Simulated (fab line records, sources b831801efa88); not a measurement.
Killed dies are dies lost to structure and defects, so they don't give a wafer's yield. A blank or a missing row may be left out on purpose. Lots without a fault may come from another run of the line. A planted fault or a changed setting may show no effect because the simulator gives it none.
fab line records | flow sky130
record lots=15 wafers=45 last_day=50
route steps=708 shown FIELD_ISO@26 NWELL@76 VT_ADJUST_LVTN@101
lots that met no fault: from a run of the same line without faults
start_h: hours from the record's first day to the start of the lot's first wafer shown | wait_h: hours since the lot's step before | " the same as in the row above | L1.1+2: a row that stands for several wafers | - no value, or no start given | * or withheld: withheld | < > ~ a bound
route shown NAME@n: a module of which the file shows steps, and the number in the route of the first | usual: mean/standard deviation of fault-free wafers | same: alike in all rows | chamber/n: place in a boat | sites: the reading at each site | _std_site: their standard deviation | _edge_site: outer sites' mean less inner sites' | radius_mm: how far each site lies from the wafer's centre | mask NAME#n: copy n | behind: the tool/chamber that last shaped the wafer | hold: why the lot was held/for how many hours/how that ended | device: the transistor (n, p or np) that didn't switch | end of line: the same wafers' tests at the end of the route | a step without rows: its recipe alone | killed: dies lost to structure and defects at the first sort, not the wafer's yield | map: a wafer's dies, x killed, . not, _ none there
set.NAME: the setting as run; set.NAME@STEP: as run at that earlier step | model.NAME: the simulator's own value behind a step, which no gauge read
steps of the route over a sample of lots; a table a step, a row a wafer
services: from which hour (start_h, from the record's first day; less than 0 if before it) a tool's chamber was out of use, for how many hours, and why
## steps
# step SKY_FIELD_ISO_THK_MEAS_25
# recipe reads=SiO2_of_FIELD_ISO_CVD_24
# usual FIELD_ISO_CVD_24_THK=594/5.3
# columns lot.wafer tool chamber start_h wait_h FIELD_ISO_CVD_24_THK[nm]
L267.1 film_metro-03 - 30.95 0.0 585
L267.2 " - " " 592
L267.3 " - " " 597
L268.1 film_metro-04 - 37.07 0.0 595
L268.4 " - " " 586
L268.5 " - " " 599
L271.2 film_metro-04 - 52.78 0.1 598
L271.3 " - " " 589
L271.5 " - " " 588
L272.3 film_metro-04 - 58.74 0.1 600
L272.4 " - " " 597
L272.5 " - " " 600
L273.2 film_metro-02 - 64.13 0.0 581
L273.3 " - " " 582
L273.6 " - " " 591
L274.2 film_metro-04 - 69.21 0.0 595
L274.5 " - " " 597
L274.6 " - " " 593
L278.1 film_metro-04 - 89.35 0.0 589
L278.2 " - " " 588
L278.5 " - " " 587
L279.2 film_metro-02 - 94.55 0.0 598
L279.3 " - " " 588
L279.6 " - " " 590
L280.1 film_metro-04 - 100.26 0.0 581
L280.2 " - " " 593
L280.3 " - " " 585
L281.1 film_metro-03 - 105.43 0.0 588
L281.4 " - " " 597
L281.5 " - " " 593
L283.1 film_metro-02 - 114.98 0.0 592
L283.3 " - " " 595
L283.6 " - " " 597
L285.1 film_metro-04 - 126.25 0.0 599
L285.2 " - " " 594
L285.6 " - " " 597
L286.2 film_metro-02 - 130.17 0.0 590
L286.3 " - " " 599
L286.4 " - " " 599
L287.1 film_metro-02 - 135.08 0.0 600
L287.3 " - " " 602
L287.6 " - " " 603
L288.1 film_metro-02 - 141.20 0.0 598
L288.4 " - " " 596
L288.5 " - " " 588
# step SKY_NWELL_OVL_MEAS_23
# usual NWELL_01_OVL=-1.1/1.7
# columns lot.wafer tool chamber start_h wait_h NWELL_01_OVL[nm]
L267.1 overlay-01 - 101.29 - -0.9
L267.2 " - " " -1.5
L267.3 " - " " 0.0
L268.1 overlay-01 - 111.22 - -2.4
L268.4 " - " " -2.4
L268.5 " - " " -3.2
L271.2 overlay-02 - 129.23 - -1.3
L271.3 " - " " -1.0
L271.5 " - " " 0.7
L272.3 overlay-01 - 134.87 - 0.7
L272.4 " - " " -2.2
L272.5 " - " " -2.1
L273.2 overlay-01 - 141.75 - -2.6
L273.3 " - " " -3.1
L273.6 " - " " -3.3
L274.2 overlay-01 - 145.40 - -2.5
L274.5 " - " " -2.9
L274.6 " - " " -2.8
L278.1 overlay-01 - 169.24 - -2.2
L278.2 " - " " -2.4
L278.5 " - " " -3.3
L279.2 overlay-02 - 177.37 - 1.9
L279.3 " - " " -1.0
L279.6 " - " " 1.2
L280.1 overlay-01 - 181.82 - 0.2
L280.2 " - " " 1.6
L280.3 " - " " 1.3
L281.1 overlay-01 - 191.12 - -0.6
L281.4 " - " " 0.2
L281.5 " - " " -0.3
L283.1 overlay-02 - 201.62 - 0.8
L283.3 " - " " 0.8
L283.6 " - " " 0.3
L285.1 overlay-02 - 215.94 - -1.9
L285.2 " - " " -1.0
L285.6 " - " " -3.5
L286.2 overlay-02 - 217.70 - -1.6
L286.3 " - " " -3.1
L286.4 " - " " -2.0
L287.1 overlay-02 - 222.01 - 2.3
L287.3 " - " " 1.7
L287.6 " - " " 2.3
L288.1 overlay-01 - 229.86 - -1.6
L288.4 " - " " -0.7
L288.5 " - " " -2.4
# step SKY_NWELL_STRIP_25
# recipe chemistry=O2/N2 power_w=1400 pressure_mtorr=1500 platen_temp_c=withheld o2_flow_sccm=3000 n2_flow_sccm=300 overash_fraction=0.5
# usual drypump_motor_current_A=5.5/0.36 oes_product_au=0.723/0.0044 strip_time_to_endpoint_s=36.91/0.11
# columns lot.wafer tool chamber start_h wait_h drypump_motor_current_A oes_product_au rf_hours_counter_h strip_time_to_endpoint_s
L267.1 plasma_asher-04 1 101.48 0.1 4.9 0.729 28 37.00
L267.2 " 0 " " 5.4 0.732 28 36.96
L267.3 " 1 " " 4.9 0.726 - 36.94
L268.1 plasma_asher-04 1 111.41 0.1 5.0 0.727 30 36.87
L268.4 " 1 " " 5.0 0.719 - 36.86
L268.5 " 1 " " 5.0 0.723 - 36.84
L271.2 plasma_asher-03 1 129.41 0.1 5.6 0.722 46 36.99
L271.3 " 0 " " 5.3 0.723 - 37.07
L271.5 " 0 " " 5.3 0.727 - 37.01
L272.3 plasma_asher-01 0 135.08 0.1 6.1 0.725 - 36.98
L272.4 " 1 " " 5.9 0.728 - 37.01
L272.5 " 0 " " 6.1 0.723 - 37.02
L273.2 plasma_asher-04 0 141.93 0.1 5.4 0.719 33 36.74
L273.3 " 0 " " 5.5 0.723 - 36.73
L273.6 " 1 " " 4.9 0.721 - 36.77
L274.2 plasma_asher-04 0 145.58 0.1 5.4 0.727 33 36.93
L274.5 " 0 " " 5.4 0.718 - 37.00
L274.6 " 1 " " 5.0 0.730 - 36.95
L278.1 plasma_asher-04 0 169.43 0.1 5.4 0.732 36 36.87
L278.2 " 1 " " 4.9 0.717 36 36.86
L278.5 " 1 " " 4.9 0.716 - 36.87
L279.2 plasma_asher-03 1 177.55 0.1 5.6 0.725 51 36.75
L279.3 " 0 " " 5.4 0.718 - 36.75
L279.6 " 0 " " 5.4 0.730 - 36.77
L280.1 plasma_asher-03 1 182.01 0.1 5.6 0.716 51 36.93
L280.2 " 0 " " 5.4 0.722 51 36.94
L280.3 " 0 " " 5.3 0.726 - 36.92
L281.1 plasma_asher-01 0 191.31 0.1 6.1 0.725 7 36.96
L281.4 " 0 " " 6.1 0.717 - 36.87
L281.5 " 0 " " 6.1 0.726 - 37.02
L283.1 plasma_asher-01 1 201.81 0.1 5.9 0.719 8 36.92
L283.3 " 1 " " 5.9 0.719 - 36.98
L283.6 " 1 " " 5.9 0.725 - 37.05
L285.1 plasma_asher-04 0 216.13 0.1 5.4 0.725 40 36.80
L285.2 " 1 " " 4.9 0.719 40 36.62
L285.6 " 0 " " 5.4 0.719 - 36.76
L286.2 plasma_asher-01 0 217.88 0.1 6.1 0.724 9 36.91
L286.3 " 1 " " 5.9 0.720 - 36.93
L286.4 " 0 " " 6.1 0.722 - 36.86
L287.1 plasma_asher-03 1 222.20 0.1 5.6 0.724 55 36.92
L287.3 " 1 " " 5.6 0.725 - 36.94
L287.6 " 1 " " 5.6 0.724 - 36.81
L288.1 plasma_asher-03 1 230.05 0.1 5.6 0.727 56 36.79
L288.4 " 1 " " 5.6 0.719 - 36.79
L288.5 " 0 " " 5.4 0.726 - 36.83
# step SKY_VT_ADJUST_LVTN_EXPOSE_04
# recipe mask_id=NWM_COMPLEMENT_LESS_NATIVE na=0.6 source_shape=conventional sigma_outer=0.6 polarization=unpolarized target_cd_nm=840 dose_mj=194
# usual exposure_dose_mJ_cm2=193.99/0.19 focus_offset_nm=0.0/0.49 reticle_temp_C=22.98/0.12
# columns lot.wafer tool chamber start_h wait_h mask exposure_dose_mJ_cm2 focus_offset_nm reticle_temp_C
L267.1 iline_stepper-01 0 129.91 - NWM_COMPLEMENT_LESS_NATIVE#0 193.89 0.0 22.91
L267.2 " 0 " " NWM_COMPLEMENT_LESS_NATIVE#0 194.13 0.0 22.91
L267.3 " 0 " " NWM_COMPLEMENT_LESS_NATIVE#0 194.11 0.9 22.80
L268.1 iline_stepper-02 0 140.19 - NWM_COMPLEMENT_LESS_NATIVE#0 193.93 -0.7 22.94
L268.4 " 0 " " NWM_COMPLEMENT_LESS_NATIVE#0 193.94 0.6 23.03
L268.5 " 0 " " NWM_COMPLEMENT_LESS_NATIVE#0 194.15 0.1 23.00
L271.2 iline_stepper-01 0 159.93 - NWM_COMPLEMENT_LESS_NATIVE#0 193.81 -0.2 22.84
L271.3 " 0 " " NWM_COMPLEMENT_LESS_NATIVE#0 194.05 0.4 22.96
L271.5 " 0 " " NWM_COMPLEMENT_LESS_NATIVE#0 193.87 -0.4 22.83
L272.3 iline_stepper-01 0 165.70 - NWM_COMPLEMENT_LESS_NATIVE#0 194.26 0.5 23.02
L272.4 " 0 " " NWM_COMPLEMENT_LESS_NATIVE#0 193.65 -0.3 23.15
L272.5 " 0 " " NWM_COMPLEMENT_LESS_NATIVE#0 193.75 -0.5 23.02
L273.2 iline_stepper-01 0 173.31 - NWM_COMPLEMENT_LESS_NATIVE#0 194.14 0.0 23.04
L273.3 " 0 " " NWM_COMPLEMENT_LESS_NATIVE#0 194.20 -0.1 23.16
L273.6 " 0 " " NWM_COMPLEMENT_LESS_NATIVE#0 193.92 -0.6 22.84
L274.2 iline_stepper-02 0 176.45 - NWM_COMPLEMENT_LESS_NATIVE#0 193.84 -0.8 22.96
L274.5 " 0 " " NWM_COMPLEMENT_LESS_NATIVE#0 193.65 -0.8 23.09
L274.6 " 0 " " NWM_COMPLEMENT_LESS_NATIVE#0 193.80 -0.9 23.13
L278.1 iline_stepper-01 0 200.06 - NWM_COMPLEMENT_LESS_NATIVE#0 193.93 0.3 22.65
L278.2 " 0 " " NWM_COMPLEMENT_LESS_NATIVE#0 193.73 0.1 22.71
L278.5 " 0 " " NWM_COMPLEMENT_LESS_NATIVE#0 193.91 0.3 22.85
L279.2 iline_stepper-01 0 209.58 - NWM_COMPLEMENT_LESS_NATIVE#0 193.85 0.7 22.87
L279.3 " 0 " " NWM_COMPLEMENT_LESS_NATIVE#0 193.77 0.0 22.79
L279.6 " 0 " " NWM_COMPLEMENT_LESS_NATIVE#0 193.86 0.5 22.86
L280.1 iline_stepper-02 0 214.41 - NWM_COMPLEMENT_LESS_NATIVE#0 193.98 0.0 22.93
L280.2 " 0 " " NWM_COMPLEMENT_LESS_NATIVE#0 194.12 -0.1 22.88
L280.3 " 0 " " NWM_COMPLEMENT_LESS_NATIVE#0 194.05 0.3 23.06
L281.1 iline_stepper-01 0 223.91 - NWM_COMPLEMENT_LESS_NATIVE#0 193.77 -0.8 22.87
L281.4 " 0 " " NWM_COMPLEMENT_LESS_NATIVE#0 193.82 0.0 22.89
L281.5 " 0 " " NWM_COMPLEMENT_LESS_NATIVE#0 193.79 -0.4 23.18
L283.1 iline_stepper-02 0 235.58 - NWM_COMPLEMENT_LESS_NATIVE#0 194.11 0.1 23.04
L283.3 " 0 " " NWM_COMPLEMENT_LESS_NATIVE#0 194.18 0.0 23.11
L283.6 " 0 " " NWM_COMPLEMENT_LESS_NATIVE#0 194.16 0.1 23.08
L285.1 iline_stepper-02 0 250.26 - NWM_COMPLEMENT_LESS_NATIVE#0 193.95 -0.7 23.09
L285.2 " 0 " " NWM_COMPLEMENT_LESS_NATIVE#0 193.86 0.2 22.98
L285.6 " 0 " " NWM_COMPLEMENT_LESS_NATIVE#0 194.11 0.2 23.02
L286.2 iline_stepper-01 - 252.48 - NWM_COMPLEMENT_LESS_NATIVE#0 - - -
L286.3 " - " " NWM_COMPLEMENT_LESS_NATIVE#0 - - -
L286.4 " - " " NWM_COMPLEMENT_LESS_NATIVE#0 - - -
L287.1 iline_stepper-01 - 257.86 - NWM_COMPLEMENT_LESS_NATIVE#0 - - -
L287.3 " - " " NWM_COMPLEMENT_LESS_NATIVE#0 - - -
L287.6 " - " " NWM_COMPLEMENT_LESS_NATIVE#0 - - -
L288.1 iline_stepper-02 - 267.61 - NWM_COMPLEMENT_LESS_NATIVE#0 - - -
L288.4 " - " " NWM_COMPLEMENT_LESS_NATIVE#0 - - -
L288.5 " - " " NWM_COMPLEMENT_LESS_NATIVE#0 - - -
## services
# columns tool chamber start_h hours kind
plasma_asher-03 - 92.37 1.6 repair
plasma_asher-01 - 108.75 9.0 pm
plasma_asher-01 0 108.75 9.0 vent_cycle
plasma_asher-01 1 108.75 9.0 vent_cycle
plasma_asher-01 0 117.75 - clean
plasma_asher-01 1 117.75 - clean
iline_stepper-02 - 120.98 1.9 repair
iline_stepper-01 - 142.28 0.9 repair
plasma_asher-01 - 196.23 1.2 repair
iline_stepper-01 - 210.84 1.7 pm
plasma_asher-01 - 240.27 1.3 repair
iline_stepper-02 - 264.45 1.7 pm
## key
first_sign step=SKY_VT_ADJUST_LVTN_EXPOSE_04 reading=tool_record direction=missing
effect none on later readings
met_at SKY_VT_ADJUST_LVTN_EXPOSE_04
struck_lots L286,L287,L288
sort_left_out L286.2,L286.3,L286.4,L287.1,L287.3,L287.6,L288.1,L288.4,L288.5
tester_left_out L286,L287,L288
not_acting_at SKY_FIELD_ISO_THK_MEAS_25,SKY_NWELL_OVL_MEAS_23,SKY_NWELL_STRIP_25
onset_between 250.26 252.48
fault kind=skipped_step_whole tool=iline_stepper-01,iline_stepper-02 chamber=- onset_h=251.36 steps=SKY_VT_ADJUST_LVTN_EXPOSE_04 scope=struck_lots_only
# tester_left_out: of these lots the tester's yield and bins aren't shown, on N5 and GAA mostly nor the transistor test; their killed dies are dies lost to structure and defects alone, not to doping, threshold or leakage, so they don't give the yield
# sort_left_out: the simulated sort isn't trusted on such a fault, so these wafers' sort isn't shown, and their yield isn't known
